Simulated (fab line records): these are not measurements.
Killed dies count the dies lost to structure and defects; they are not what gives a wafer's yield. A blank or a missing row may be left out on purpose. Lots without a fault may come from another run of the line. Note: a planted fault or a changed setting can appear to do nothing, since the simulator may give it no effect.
The tool behind it: which one? | flow sky130 | 34 wafers from 12 lots sampled at 3 of the route's 708 steps

WHAT THE GAUGES READ, wafer by wafer
SKY_VIA2_RS_MEAS_22: a four-point-probe measurement. Usual: VIA2_W_RS typically reads 0.271 ohm/sq, with standard deviation 0.0053.
lot  | measured     | on            | VIA2_W_RS (ohm/sq)                  | flag
L366 | day 37 00:55 | film-metro-02 | 0.274 0.279 0.275                   |
L367 | day 37 03:59 | film-metro-01 | 0.266 0.275 0.264                   |
L373 | day 39 01:55 | film-metro-02 | 0.381 0.275 0.275 0.382 0.275 0.275 | OFF
L375 | day 39 10:20 | film-metro-04 | 0.273 0.364 0.274 0.363             | OFF
L376 | day 39 22:27 | film-metro-02 | 0.360 0.365 0.360 0.365             | OFF
L379 | day 40 06:05 | film-metro-04 | 0.266 0.276 0.264                   |
L382 | day 41 03:50 | film-metro-01 | 0.259 0.259 0.272                   |
L381 | day 41 08:41 | film-metro-04 | 0.269 0.267 0.274                   |
L383 | day 41 14:16 | film-metro-01 | 0.272 0.270 0.272                   |
L385 | day 42 01:23 | film-metro-02 | 0.263 0.261 0.272                   |
L389 | day 42 19:08 | film-metro-02 | 0.264 0.263 0.271                   |
L388 | day 42 21:02 | film-metro-02 | 0.267 0.276 0.265                   |

SKY_VIA2_THK_MEAS_23: measures by xrf. Usual: VIA2_W_THK typically reads 426 nm, with standard deviation 9.
lot  | measured     | on            | VIA2_W_THK (nm)         | flag
L366 | day 37 01:01 | film-metro-02 | 416 408 417             |
L367 | day 37 04:05 | film-metro-01 | 431 423 438             |
L373 | day 39 03:49 | film-metro-02 | 303 419 422 303 419 421 | OFF
L375 | day 39 17:00 | film-metro-04 | 424 319 425 318         | OFF
L376 | day 40 03:49 | film-metro-02 | 321 316 319 316         | OFF
L379 | day 40 06:11 | film-metro-04 | 438 420 444             |
L382 | day 41 03:57 | film-metro-01 | 443 441 420             |
L381 | day 41 08:49 | film-metro-04 | 434 441 429             |
L383 | day 41 14:23 | film-metro-01 | 420 429 421             |
L385 | day 42 01:29 | film-metro-02 | 436 438 424             |
L389 | day 42 19:15 | film-metro-02 | 434 435 422             |
L388 | day 42 21:09 | film-metro-02 | 427 418 432             |

TOOL THAT RAN EACH LOT (tool first, then ch and the chambers of the sampled wafers, then the start)
lot  | SKY_VIA2_CVD_21
L366 | cvd-w-02 ch 0,1, day 37 00:47
L367 | cvd-w-01 ch 0,1, day 37 03:52
L373 | cvd-w-02 ch 0,1, day 39 01:47
L375 | cvd-w-02 ch 0,1, day 39 10:13
L376 | cvd-w-02 ch 1, day 39 22:19
L379 | cvd-w-01 ch 0,1, day 40 05:56
L382 | cvd-w-01 ch 0,1, day 41 03:42
L381 | cvd-w-01 ch 0,1, day 41 08:34
L383 | cvd-w-01 ch 0, day 41 14:07
L385 | cvd-w-01 ch 0,1, day 42 01:14
L389 | cvd-w-01 ch 0,1, day 42 19:00
L388 | cvd-w-01 ch 0,1, day 42 20:54
- SKY_VIA2_CVD_21: deposits W, target thk 420 nm, time 126.4 s.

AS READ BY THE TOOLS THEMSELVES (means over the sampled wafers that have a number; for cases with no such wafer, the mark the record gives instead)
SKY_VIA2_CVD_21. Usual: 915 W for heater-power-w, sd 110.
lot  | tool     | heater-power-w (W) | flag
L366 | cvd-w-02 | 901                |
L367 | cvd-w-01 | 959                |
L373 | cvd-w-02 | 969                |
L375 | cvd-w-02 | 926                |
L376 | cvd-w-02 | 1016               |
L379 | cvd-w-01 | 913                |
L382 | cvd-w-01 | 920                |
L381 | cvd-w-01 | 833                |
L383 | cvd-w-01 | 758                |
L385 | cvd-w-01 | 913                |
L389 | cvd-w-01 | 920                |
L388 | cvd-w-01 | 915                |

THE ANSWER, worked out from the rows above alone
Rule: take the mean of a lot's wafers that have a number; if it is more than 3 standard deviations from the usual mean, the lot is off. Also off: a lot with no number at a reading for which 4 or more lots have one. All remaining lots with rows at the step are treated as sound. The gauges are gone through in route order, then the tools' own readings, and for those a lot's mean is taken as printed above. The first step at which some lot is off is used, and at that step the reading that is off furthest; a lot without a number counts as furthest.
Off: L373, L375, L376, at SKY_VIA2_RS_MEAS_22 (VIA2_W_RS).
A tool fits if, at a process step before that reading, it ran every lot that is off, and no sound lot after the first of them. Gauges at SKY_VIA2_RS_MEAS_22: tried the same way as those tools. One fits: cvd-w-02 at SKY_VIA2_CVD_21. Its last sound lot is L366 (day 37 00:47), its first lot that is off L373 (day 39 01:47): a fault that began between those two fits.

WHAT THE SIMULATOR PUT IN
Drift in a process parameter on cvd-w-02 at SKY_VIA2_CVD_21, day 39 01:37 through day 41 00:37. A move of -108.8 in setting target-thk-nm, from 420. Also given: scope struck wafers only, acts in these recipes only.
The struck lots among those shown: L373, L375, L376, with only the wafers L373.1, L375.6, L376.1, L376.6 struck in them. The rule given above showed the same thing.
